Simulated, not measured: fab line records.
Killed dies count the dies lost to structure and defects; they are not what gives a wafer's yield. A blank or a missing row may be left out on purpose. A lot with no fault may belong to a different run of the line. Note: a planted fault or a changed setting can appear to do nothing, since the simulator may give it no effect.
The tool behind it: which one? ; flow sky130 ; 6 lots with 18 wafers sampled at 3 steps, on a route of 708 steps

## WHAT THE GAUGES READ, wafer by wafer
SKY_VT_ADJUST_HVTR_OVL_MEAS_08.
lot;measured;on;VT_ADJUST_HVTR_OVL (nm)
L309;day 10 14:40;overlay-02;0.3 1.6 1.5
L311;day 11 05:11;overlay-02;0.9 0.6 0.0
L313;day 11 12:02;overlay-01;-1.3 -1.3 -1.2
L315;day 12 07:32;overlay-01;121.6 119.4 118.4
L317;day 12 19:13;overlay-01;120.4 119.1 118.0
L324;day 14 20:14;overlay-01;0.8 0.4 -1.2

## WHICH TOOL RAN EACH LOT (tool, then ch and the chambers of the sampled wafers, then the start)
lot;SKY_FIELD_ISO_STRIP_16;SKY_VT_ADJUST_HVTR_EXPOSE_04
L309;plasma asher-01 ch 0,1, day 2 14:15;iline stepper-01 ch 0, day 10 02:58
L311;plasma asher-03 ch 0,1, day 2 21:41;iline stepper-02 ch 0, day 10 17:34
L313;plasma asher-02 ch 0,1, day 3 06:56;iline stepper-01 ch 0, day 11 01:10
L315;plasma asher-03 ch 0,1, day 3 21:24;iline stepper-01 ch 0, day 11 19:39
L317;plasma asher-03 ch 0,1, day 4 06:02;iline stepper-01 ch 0, day 12 06:46
L324;plasma asher-03 ch 0,1, day 5 19:22;iline stepper-02 ch 0, day 14 06:58
- SKY_FIELD_ISO_STRIP_16: strips in O2/N2.
- SKY_VT_ADJUST_HVTR_EXPOSE_04: exposes mask HVTRM, target cd 380 nm.

## THE ANSWER, worked out from the rows above alone
Rule: what is usual is taken from the lots themselves. The widest of any qualifying gaps counts: lots, ordered by their means at a reading, are off when they make up no more than a third of the lots, leave a main group of 4 or more, and stand apart from it by 3 or more times the standard deviation of that group's means. Not used: any main group whose means are identical at the precision the tables above print for the reading. A lot without any number at a reading at which 4 lots or more have one is off too. All remaining lots with rows at the step are treated as sound.
Off: L315, L317, seen at SKY_VT_ADJUST_HVTR_OVL_MEAS_08 (VT_ADJUST_HVTR_OVL). The main group has a mean of 0.1 nm with a standard deviation of 0.88.
A tool fits if, at a process step before that reading, it ran every lot that is off, and no sound lot after the first of them. Those tools and the gauges at SKY_VT_ADJUST_HVTR_OVL_MEAS_08 are tried in the same way. One fits: iline stepper-01 at SKY_VT_ADJUST_HVTR_EXPOSE_04. A fault onset in the window from L313 (day 11 01:10, its last sound lot) to L315 (day 11 19:39, its first lot off) fits.

## WHAT WAS PUT IN BY THE SIMULATOR
Scanner matching overlay: iline stepper-01, from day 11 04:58 on, at SKY_VT_ADJUST_HVTR_EXPOSE_04. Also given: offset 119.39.
Shown lots that were struck: L315, L317. The rule above reached the same finding.
